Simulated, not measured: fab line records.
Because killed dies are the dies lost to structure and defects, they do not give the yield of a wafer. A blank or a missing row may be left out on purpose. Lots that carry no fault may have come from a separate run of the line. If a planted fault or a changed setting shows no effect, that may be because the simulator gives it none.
Comparing a struck lot with a sound one -- flow sfq_line -- 42 out of 325 route steps
Sound: wafers L745.1, L745.4, L745.5. Wafers L754.1, L754.2, L754.6 were the ones struck. The cause is named last.
Per side, at each step with rows, come the tool, then ch with its chambers, and then its first start. Under that, the readings that differ: sound wafers -- struck wafers -- difference of the means -- sigmas: that difference in standard deviations of wafers without a fault.
alike: same words and numbers on both sides, and readings whose means sit less than 2 such deviations apart. not compared: any withheld reading, any reading some wafer has no value for, any bound like >300 that may hide the same value, and any number with overlapping values for which the record gives no deviation.
The two part at a step that has a row with sigmas, a row that says differs or no value, or rows on one side only. Numbers that don't overlap but have no deviation are shown without sigmas and don't part them. A reading that every wafer of one side lacks parts them only if that side has two wafers or more.

first, 6 steps without rows for these wafers: SFQ_TRILAYER_L0_VIA_LITHO_COAT_018 (resist thk 62 nm); SFQ_TRILAYER_L0_VIA_LITHO_COAT_013 (resist thk 650 nm); SFQ_TRILAYER_L0_VIA_LITHO_SOFTBAKE_017; SFQ_TRILAYER_L0_VIA_LITHO_EXPOSE_014 (exposes mask L0V, target cd 700 nm); SFQ_TRILAYER_L0_VIA_LITHO_PEB_016 (peb time 60 s); SFQ_TRILAYER_L0_VIA_LITHO_DEVELOP_015 (time 60 s).
SFQ_L0V_OVL_MEAS_903:
  sound on overlay-02, day 7 09:04; struck on overlay-01, day 9 19:28
reading,sound,struck,difference,sigmas
L0V_OVL (nm),12 9 10,-4 -3 -1,-13,-2
then, 2 steps without rows for these wafers: SFQ_TRILAYER_L0_VIA_BARC_OPEN_VIA_ETCH_021 (etches BARC in O2, target depth 125 nm, time 41.7 s); SFQ_TRILAYER_L0_VIA_ETCH_VIA_ETCH_016 (etches SiO2 in CHF3, stops on MoNx KI, target depth 80 nm).
SFQ_TRILAYER_L0_VIA_STRIP_STRIP_017: strips in O2.
  sound on rie_metal-01 ch 0,1, day 7 09:11; struck on rie_metal-04 ch 0,1, day 9 19:35
  alike: drypump_motor_current_A, oes_product_au, platen_temp_c
  not compared: rf_hours_counter_h
then, 2 steps without rows for these wafers: SFQ_TRILAYER_L0_VIA_STRIP_SOLV_CLEAN_018 (cleans in NMP, time 600 s); SFQ_TRILAYER_M0_DEP_PRE_CLEAN_020 (time 15 s).
SFQ_TRILAYER_M0_DEP_SPUTTER_019: material Nb, target thk 200 nm, time 133.3 s.
  sound on pvd_sputter-04, day 7 10:22; struck on pvd_sputter-06, day 9 20:24
reading,sound,struck,difference,sigmas
cathode_dc_power_W (W),2000.4 2000.3 2000.1,2086.9 2086.7 2086.8,+86.5,+99 or more
model.Nb_of_TRILAYER_M0_DEP_SPUTTER_019.thk_nm (nm),199.1 196.8 198.3,206.4 207.7 208.6,+9.5,
  alike: chamber_pressure_pa, throttle_valve_pct
SFQ_M0_RS_MEAS_904: the measuring method here is four-point-probe.
  sound on film_metro-03, day 7 10:27; struck on film_metro-01, day 9 20:29
reading,sound,struck,difference,sigmas
M0_NB_RS (ohm/sq),0.891 0.904 0.897,0.862 0.856 0.852,-0.041,-5
then, 6 steps without rows for these wafers: SFQ_TRILAYER_M0_LITHO_COAT_026 (resist thk 62 nm); SFQ_TRILAYER_M0_LITHO_COAT_021 (resist thk 600 nm); SFQ_TRILAYER_M0_LITHO_SOFTBAKE_025; SFQ_TRILAYER_M0_LITHO_EXPOSE_022 (exposes mask M0, target cd 500 nm); SFQ_TRILAYER_M0_LITHO_PEB_024 (peb time 60 s); SFQ_TRILAYER_M0_LITHO_DEVELOP_023 (time 60 s).
-- the record jumps here: 4 days lie between the struck wafers' starts before and after --
SFQ_M0_OVL_MEAS_906:
  sound on overlay-01, day 10 21:52; struck on overlay-02, day 13 20:18
  alike: M0_OVL
then, 1 step without rows for these wafers: SFQ_TRILAYER_M0_BARC_OPEN_METAL_ETCH_031 (etches BARC in O2, target depth 125 nm, time 41.7 s).
SFQ_TRILAYER_M0_ETCH_METAL_ETCH_024: etches Nb in Cl2/Ar, stops on SiO2, target depth 240 nm, time 120 s.
  sound on rie_metal-03 ch 0,1, day 10 21:58; struck on rie_metal-03 ch 1, day 13 20:27
reading,sound,struck,difference,sigmas
oes_product_au (a.u.),0.896 0.888 0.892,0.902 0.918 0.923,+0.022,+4
model.etch.depth_nm (nm),199.1 196.8 198.3,206.4 207.7 208.6,+9.5,
model.M0.feature_depth_nm (nm),199.1 196.8 198.3,206.4 207.7 208.6,+9.5,
  alike: drypump_motor_current_A
  not compared: rf_hours_counter_h
SFQ_TRILAYER_M0_STRIP_STRIP_025: strips in O2.
  sound on rie_metal-03 ch 0,1, day 10 22:05; struck on rie_metal-03 ch 1, day 13 20:42
  alike: drypump_motor_current_A, oes_product_au, platen_temp_c
  not compared: rf_hours_counter_h
then, 3 steps without rows for these wafers: SFQ_TRILAYER_M0_STRIP_SOLV_CLEAN_026 (cleans in NMP, time 600 s); SFQ_TRILAYER_I0_DEP_PECVD_027 (deposits SiO2 from SiH4/N2O, time 111.11 s, target thk 500 nm); SFQ_TRILAYER_I0_CMP_CMP_028 (polishes SiO2).
SFQ_I0_BOW_MEAS_907:
  sound on film_metro-02, day 11 01:56; struck on film_metro-04, day 14 01:10
  alike: I0_BOW
then, 7 steps without rows for these wafers: SFQ_TRILAYER_I0_METRO_MEASURE_029; SFQ_TRILAYER_I0_VIA_LITHO_COAT_036 (resist thk 62 nm); SFQ_TRILAYER_I0_VIA_LITHO_COAT_031 (resist thk 650 nm); SFQ_TRILAYER_I0_VIA_LITHO_SOFTBAKE_035; SFQ_TRILAYER_I0_VIA_LITHO_EXPOSE_032 (exposes mask I0, target cd 500 nm); SFQ_TRILAYER_I0_VIA_LITHO_PEB_034 (peb time 60 s); SFQ_TRILAYER_I0_VIA_LITHO_DEVELOP_033 (time 60 s).
-- the record jumps here: 6 days lie between the struck wafers' starts before and after --
SFQ_I0_OVL_MEAS_908:
  sound on overlay-02, day 15 18:20; struck on overlay-01, day 20 01:29
  alike: I0_OVL
SFQ_TRILAYER_I0_VIA_BARC_OPEN_VIA_ETCH_046: etches BARC in O2, target depth 125 nm, time 41.7 s.
  sound on rie_diel-01 ch 1,2,3, day 15 18:23; struck on rie_diel-02 ch 0,1,2, day 20 01:32
  alike: drypump_motor_current_A, oes_product_au
  not compared: rf_hours_counter_h
SFQ_TRILAYER_I0_VIA_ETCH_VIA_ETCH_034: etches SiO2 in CHF3, stops on Nb, target depth 260 nm.
  sound on rie_diel-01 ch 1,2,3, day 15 18:25; struck on rie_diel-02 ch 0,1,2, day 20 01:34
  alike: drypump_motor_current_A, oes_product_au
SFQ_TRILAYER_I0_VIA_STRIP_STRIP_035: strips in O2.
  sound on rie_metal-02 ch 0,1, day 15 18:32; struck on rie_metal-01 ch 0,1, day 20 01:41
reading,sound,struck,difference,sigmas
platen_temp_c (C),39.91 39.78 39.87,39.96 40.23 40.20,+0.28,+2
  alike: drypump_motor_current_A, oes_product_au
  not compared: rf_hours_counter_h
then, 2 steps without rows for these wafers: SFQ_TRILAYER_I0_VIA_STRIP_SOLV_CLEAN_036 (cleans in NMP, time 600 s); SFQ_TRILAYER_M1_DEP_PRE_CLEAN_038 (time 22.5 s).
-- the record jumps here: 70 days lie between the struck wafers' starts before and after --
SFQ_M8_BOW_MEAS_951:
  sound on film_metro-02, day 88 03:50; struck on film_metro-03, day 90 10:11
reading,sound,struck,difference,sigmas
model.etest.m0.ohm_um,1.792 1.806 1.797,1.719 1.711 1.698,-0.089,
model.etest.m0.ohm_sq,0.8934 0.9042 0.8973,0.862 0.8564 0.8529,-0.041,
model.etest.i0.link_ohm,1.96 1.967 1.964,1.937 1.919 1.911,-0.041,
  alike: M8_BOW

== WHERE THEY PART ==
First at SFQ_L0V_OVL_MEAS_903; last, within this record, at SFQ_TRILAYER_I0_VIA_STRIP_STRIP_035. Later steps at which nothing parts them and some readings are alike: SFQ_M8_BOW_MEAS_951.

WHY: what had been put in by the simulator
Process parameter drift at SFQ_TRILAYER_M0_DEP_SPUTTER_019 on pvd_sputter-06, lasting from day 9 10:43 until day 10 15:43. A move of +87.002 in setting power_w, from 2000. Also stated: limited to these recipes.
